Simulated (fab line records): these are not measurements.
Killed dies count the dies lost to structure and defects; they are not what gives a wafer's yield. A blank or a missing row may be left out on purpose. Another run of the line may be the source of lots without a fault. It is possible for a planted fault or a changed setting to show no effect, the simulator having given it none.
What tool caused it?	flow gf180mcu	Sampling: 12 lots, 36 wafers, 3 of 602 route steps

WHAT THE GAUGES SHOWED, per wafer
GF_V3_CD_MEAS_14: the cd target is 260 nm.
lot	measured	on	cdNm (nm)
L075	day 22 10:04	cdSem-01	259.2 259.2 260.0
L077	day 23 05:49	cdSem-02	258.1 258.4 259.0
L079	day 24 04:46	cdSem-01	258.8 259.0 259.4
L081	day 24 20:17	cdSem-01	261.2 261.4 261.8
L083	day 25 10:18	cdSem-02	259.9 261.4 260.7
L085	day 26 06:55	cdSem-02	260.2 260.2 260.9
L087	day 26 19:34	cdSem-01	257.1 258.3 258.2
L090	day 27 20:11	cdSem-01	258.3 258.7 259.6
L091	day 28 08:46	cdSem-01	260.9 260.1 261.7
L093	day 28 17:12	cdSem-01	260.0 261.5 259.7
L095	day 29 00:38	cdSem-01	259.1 258.6 259.2
L097	day 29 14:20	cdSem-02	259.4 260.1 258.5

EACH LOT AND THE TOOL THAT RAN IT (in order: tool; ch and the chambers of the sampled wafers; start)
lot	GF_V1_CVD_02	GF_V2_CVD_02
L075	pecvd-03 ch 0,1,2, day 17 05:01	pecvd-01 ch 0,1,2, day 19 07:16
L077	pecvd-01 ch 0,1, day 18 00:32	pecvd-02 ch 0,1, day 20 04:00
L079	pecvd-04 ch 0,1,2, day 19 00:31	pecvd-02 ch 1,2, day 21 04:02
L081	pecvd-01 ch 0,2, day 19 17:24	pecvd-02 ch 0,1,2, day 21 20:01
L083	pecvd-01 ch 0,1,2, day 20 10:04	pecvd-02 ch 1,2, day 22 12:19
L085	pecvd-04 ch 0,2, day 21 09:45	pecvd-01 ch 0,2, day 23 10:42
L087	pecvd-03 ch 1,2, day 21 18:56	pecvd-02 ch 0,1, day 23 20:10
L090	pecvd-03 ch 0,1,2, day 23 01:08	pecvd-01 ch 0,1,2, day 25 01:10
L091	pecvd-01 ch 1,2, day 23 15:25	pecvd-04 ch 0,1,2, day 25 15:05
L093	pecvd-03 ch 0,1,2, day 23 23:35	pecvd-02 ch 0,2, day 26 00:53
L095	pecvd-01 ch 0,2, day 24 11:59	pecvd-02 ch 0,1,2, day 26 09:07
L097	pecvd-03 ch 1,2, day 25 02:45	pecvd-01 ch 1,2, day 26 23:56
- GF_V1_CVD_02: deposits SiO2 from TEOS, target thk 850 nm, time 94.851 s.
- GF_V2_CVD_02: deposits SiO2 from TEOS, target thk 850 nm, time 94.851 s.

THE ANSWER, worked out from the rows above alone
Rule: the usual values come from the lots themselves. The widest of any qualifying gaps counts: lots, ordered by their means at a reading, are off when they make up no more than a third of the lots, leave a main group of 4 or more, and stand apart from it by 3 or more times the standard deviation of that group's means. A main group is skipped when, at the precision printed for the reading in the tables above, its means are all equal. Also off: a lot with no number at a reading for which 4 or more lots have one. Any other lot the step has rows for is counted as sound.
None of the lots is off at any reading shown; this tells nothing.

WHAT HAD BEEN PUT IN BY THE SIMULATOR
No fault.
